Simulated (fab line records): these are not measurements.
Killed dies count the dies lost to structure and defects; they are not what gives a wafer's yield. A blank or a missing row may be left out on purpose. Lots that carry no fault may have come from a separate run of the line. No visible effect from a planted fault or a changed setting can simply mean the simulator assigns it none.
Matching of chambers | flow sfq_line | SFQ_TRILAYER_I0_VIA_BARC_OPEN_VIA_ETCH_046 on rie_diel-02 has 4 sister chambers
The step etches BARC in O2, target depth 125 nm, time 41.7 s. 4 wafers are shown with their chamber, then 8 later ones without.

== WAFERS WITH THEIR CHAMBER ==
wafer  | chamber | drypump_motor_current_A (A)
L082.4 | 3       | 5.2
L091.4 | 0       | 5.6
L091.6 | 1       | 5.4
L096.1 | 2       | 6.3

== WAFERS WHOSE CHAMBER IS MISSING ==
wafer  | drypump_motor_current_A (A)
L096.2 | 5.5
L096.3 | 5.2
L096.4 | 5.6
L096.5 | 5.5
L096.6 | 6.3
L097.2 | 5.2
L097.3 | 5.7
L097.6 | 5.7

== THE CHAMBER EACH PASSED THROUGH ==
wafer  | from the rows above     | in truth
L096.2 | can't be placed: 0 or 1 | 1
L096.3 | 3                       | 3
L096.4 | 0                       | 0
L096.5 | can't be placed: 0 or 1 | 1
L096.6 | 2                       | 2
L097.2 | 3                       | 3
L097.3 | 0                       | 0
L097.6 | 0                       | 0
6 of 8 placed correctly. These rows do not allow placing 2 (true chamber among the candidates in 2). 0 placed wrongly.
How it was worked out, from the rows above alone: a wafer's distance from a chamber is the root of the sum, over the readings, of the square of ((its reading less the chamber's mean) divided by the reading's scatter). If the next closest chamber is less than 2 further off than the closest, the wafer can't be placed; otherwise it belongs to the closest. For every chamber, the mean is computed from those of its wafers that are shown. The scatter: root of mean squared gap, hidden wafer to nearest shown wafer, with one shown wafer a chamber.
